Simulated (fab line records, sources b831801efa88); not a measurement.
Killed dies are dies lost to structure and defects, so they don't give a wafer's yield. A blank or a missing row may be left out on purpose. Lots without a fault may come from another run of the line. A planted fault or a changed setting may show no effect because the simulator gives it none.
Chamber matching | flow sky130 | SKY_POLY_GATE_ETCH_16 on rie_diel-04: 4 sister chambers
The step etches Si3N4 in CH3F/O2, stops on poly-Si, time 147.5 s, target depth 75 nm. 4 wafers are shown with their chamber, then 7 later ones without.

WAFERS WITH THEIR CHAMBER
wafer  | chamber | oes_product_au (a.u.)
L548.3 | 2       | 0.649
L548.5 | 0       | 0.644
L548.6 | 1       | 0.631
L554.3 | 3       | 0.644

WAFERS WITHOUT THEIR CHAMBER
wafer  | oes_product_au (a.u.)
L554.6 | 0.641
L561.1 | 0.638
L561.2 | 0.637
L561.6 | 0.640
L562.1 | 0.644
L562.2 | 0.646
L562.6 | 0.647

WHICH CHAMBER EACH WENT THROUGH
wafer  | from the rows above               | in truth
L554.6 | can't be placed: 0 or 3 or 2 or 1 | 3
L561.1 | can't be placed: 0 or 3 or 1 or 2 | 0
L561.2 | can't be placed: 1 or 0 or 3 or 2 | 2
L561.6 | can't be placed: 0 or 3 or 1 or 2 | 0
L562.1 | can't be placed: 0 or 3 or 2      | 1
L562.2 | can't be placed: 0 or 3 or 2      | 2
L562.6 | can't be placed: 2 or 0 or 3      | 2
Placed correctly: 0 of 7. Can't be placed from these rows: 7 (the true chamber is among the candidates in 6). Placed wrongly: 0.
How it was worked out, from the rows above alone: a wafer's distance from a chamber is the root of the sum, over the readings, of the square of ((its reading less the chamber's mean) divided by the reading's scatter). The wafer belongs to the nearest chamber; if the next one is less than 2 further off, it can't be placed. A chamber's mean is the mean of its shown wafers. The scatter: with one shown wafer a chamber, the root of the mean of the squares of how far each hidden wafer lies from its nearest shown one.
